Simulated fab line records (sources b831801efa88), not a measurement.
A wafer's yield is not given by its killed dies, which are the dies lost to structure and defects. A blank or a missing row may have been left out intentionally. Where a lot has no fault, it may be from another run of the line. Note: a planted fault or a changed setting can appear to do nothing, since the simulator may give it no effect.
What tool caused it? | flow sky130 | 6 lots, 18 wafers sampled, at 4 steps of a route of 708

WHAT EACH GAUGE READ, for each wafer
SKY_VIA1_CD_MEAS_12 targets a cd of 150 nm.
lot  | measured     | on        | cd nm (nm)
L309 | day 35 04:06 | cd sem-02 | 151.4 151.2 151.1
L311 | day 35 23:45 | cd sem-01 | 151.9 152.5 151.7
L315 | day 37 12:27 | cd sem-02 | 147.3 149.0 148.0
L320 | day 38 18:18 | cd sem-01 | 149.3 149.5 149.9
L323 | day 39 22:11 | cd sem-01 | 149.0 148.1 147.9
L326 | day 40 15:35 | cd sem-02 | 148.8 150.0 151.1

WHICH TOOL RAN EACH LOT (tool, then ch and the chambers of the sampled wafers, then the start)
lot  | SKY_LDD_N_COAT_02                 | SKY_LDD_N_STRIP_16                   | SKY_VIA1_CMP_02
L309 | litho track-04 ch 0, day 18 13:13 | plasma asher-01 ch 0, day 19 06:20   | cmp-02 ch 2,3, day 34 01:40
L311 | litho track-04 ch 0, day 19 10:25 | plasma asher-04 ch 0,1, day 20 02:49 | cmp-02 ch 2,3, day 34 21:31
L315 | litho track-04 ch 0, day 21 02:25 | plasma asher-03 ch 0,1, day 21 21:34 | cmp-01 ch 0,1,3, day 36 09:41
L320 | litho track-03 ch 0, day 22 19:30 | plasma asher-01 ch 0,1, day 23 12:25 | cmp-02 ch 0,1,3, day 37 16:16
L323 | litho track-04 ch 0, day 24 02:32 | plasma asher-04 ch 0,1, day 24 19:02 | cmp-02 ch 0,2,3, day 38 20:59
L326 | litho track-01 ch 0, day 24 21:44 | plasma asher-01 ch 0,1, day 25 14:31 | cmp-01 ch 0,1,3, day 39 14:47
- SKY_LDD_N_COAT_02: resist thk 300 nm.
- SKY_LDD_N_STRIP_16: strips in O2/N2.
- SKY_VIA1_CMP_02: polishes SiO2.

THE ANSWER, worked out from the rows above alone
Rule: what is usual is taken from the lots themselves. The widest of any qualifying gaps counts: lots, ordered by their means at a reading, are off when they make up no more than a third of the lots, leave a main group of 4 or more, and stand apart from it by 3 or more times the standard deviation of that group's means. The tables above print the reading to a certain number of digits; a main group whose means all agree to those digits is not used. A lot without any number at a reading at which 4 lots or more have one is off too. All remaining lots with rows at the step are treated as sound.
No lot is off at any reading shown: from this, nothing can be told.

WHAT THE SIMULATOR HAD INSERTED
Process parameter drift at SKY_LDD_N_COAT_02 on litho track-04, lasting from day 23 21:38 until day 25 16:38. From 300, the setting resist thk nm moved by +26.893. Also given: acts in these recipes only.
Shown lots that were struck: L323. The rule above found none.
